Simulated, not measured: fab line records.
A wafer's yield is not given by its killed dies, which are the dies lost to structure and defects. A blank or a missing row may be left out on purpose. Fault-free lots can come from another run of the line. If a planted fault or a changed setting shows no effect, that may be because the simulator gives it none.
Chamber matching | flow gf180mcu | hdpcvd-02 running GF_V4_CVD_00: 3 sister chambers
The step deposits SiO2, target thk 600 nm, time 100 s. 16 wafers are shown with their chamber, then 8 later ones without.

EACH WAFER AND ITS CHAMBER
wafer  | chamber | sih4-flow-sccm (sccm)
L715.1 | 0       | 59.75
L715.2 | 1       | 60.08
L715.4 | 0       | 59.97
L716.1 | 2       | 59.73
L716.4 | 0       | 59.62
L716.5 | 2       | 59.93
L717.3 | 2       | 60.17
L717.4 | 1       | 60.12
L717.6 | 0       | 59.90
L719.4 | 1       | 59.91
L719.5 | 2       | 59.99
L719.6 | 0       | 59.74
L723.2 | 2       | 60.03
L723.5 | 2       | 60.10
L723.6 | 0       | 59.90
L724.1 | 0       | 59.72

SIGNATURES (averages over the wafers above)
reading        | chamber 0 | chamber 1 | chamber 2 | scatter within a chamber
sih4-flow-sccm | 59.8000   | 60.0367   | 59.9917   | 0.135
Rule: a wafer's distance from a chamber is the root of the sum, over the readings, of the square of ((its reading less the chamber's mean) divided by the reading's scatter). The wafer belongs to the nearest chamber; if the next one is less than 2 further off, it can't be placed. How the scatter is found: for the shown wafers, subtract from each reading the mean of its chamber, square and add these, divide the total by (wafers less chambers), then take the root.

WAFERS WHOSE CHAMBER IS MISSING
wafer  | sih4-flow-sccm (sccm)
L724.2 | 60.38
L724.5 | 60.30
L736.2 | 59.97
L736.4 | 59.95
L736.5 | 60.02
L738.3 | 59.94
L738.4 | 60.23
L738.6 | 59.92

WHICH CHAMBER EACH WENT THROUGH
wafer  | from the rows above          | in truth
L724.2 | can't be placed: 1 or 2 or 0 | 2
L724.5 | can't be placed: 1 or 2 or 0 | 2
L736.2 | can't be placed: 2 or 1 or 0 | 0
L736.4 | can't be placed: 2 or 1 or 0 | 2
L736.5 | can't be placed: 1 or 2 or 0 | 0
L738.3 | can't be placed: 2 or 1 or 0 | 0
L738.4 | can't be placed: 1 or 2 or 0 | 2
L738.6 | can't be placed: 2 or 1 or 0 | 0
Correctly placed: 0 of 8. From these rows, 8 cannot be placed; in 8 the true chamber is one of the candidates. Wrongly placed: 0.
